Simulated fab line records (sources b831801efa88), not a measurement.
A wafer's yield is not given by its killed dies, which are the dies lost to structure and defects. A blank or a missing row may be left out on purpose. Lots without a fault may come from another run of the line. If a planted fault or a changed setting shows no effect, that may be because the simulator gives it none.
Which tool did it? | flow gf180mcu | Sampling: 6 lots, 18 wafers, 2 of 602 route steps

== WHAT THE GAUGES SHOWED, per wafer ==
GF_SAB_CD_MEAS_09 targets a cd of 420 nm.
lot  | measured     | on       | cdNm (nm)
L753 | day 15 20:58 | cdSem-02 | 418.8 417.4 420.4
L758 | day 17 20:17 | cdSem-01 | 485.3 482.8 483.4
L763 | day 19 11:08 | cdSem-02 | 423.2 423.2 424.4
L767 | day 20 20:34 | cdSem-01 | 419.5 421.0 419.6
L769 | day 21 13:22 | cdSem-02 | 420.1 418.8 416.7
L772 | day 22 12:21 | cdSem-01 | 422.2 421.5 421.2

== WHAT TOOL EACH LOT RAN ON (gives the tool, then ch and the chambers of the sampled wafers, and finally the start) ==
lot  | GF_SAB_EXPOSE_06
L753 | ilineStepper-02 ch 0, day 15 10:19
L758 | ilineStepper-02 ch 0, day 17 08:47
L763 | ilineStepper-02 ch 0, day 18 23:42
L767 | ilineStepper-01 ch 0, day 20 08:24
L769 | ilineStepper-01 ch 0, day 21 01:53
L772 | ilineStepper-02 ch 0, day 22 00:47
- GF_SAB_EXPOSE_06: exposes mask SAB, target cd 420 nm.

== THE ANSWER, worked out from the rows above alone ==
Rule: the usual values come from the lots themselves. Put in order of their means at a reading, lots are off if they are a third of the lots or fewer, leave a main group of 4 or more, and stand apart from it by a gap of 3 or more times the standard deviation of the main group's means; of several such gaps the widest counts. If all means in a main group match to the digits the tables above print for the reading, that group is not used. Also off: a lot with no number at a reading for which 4 or more lots have one. Any other lot the step has rows for is counted as sound.
Off: L758, at GF_SAB_CD_MEAS_09 (cdNm). The main group: mean 420.5 nm, standard deviation 1.9.
If a tool, at a process step before that reading, ran all the lots that are off and no sound lot after the first of them, it fits. Gauges at GF_SAB_CD_MEAS_09: tried the same way as those tools. Not one of the candidates tried fits.

== WHAT WAS PUT IN BY THE SIMULATOR ==
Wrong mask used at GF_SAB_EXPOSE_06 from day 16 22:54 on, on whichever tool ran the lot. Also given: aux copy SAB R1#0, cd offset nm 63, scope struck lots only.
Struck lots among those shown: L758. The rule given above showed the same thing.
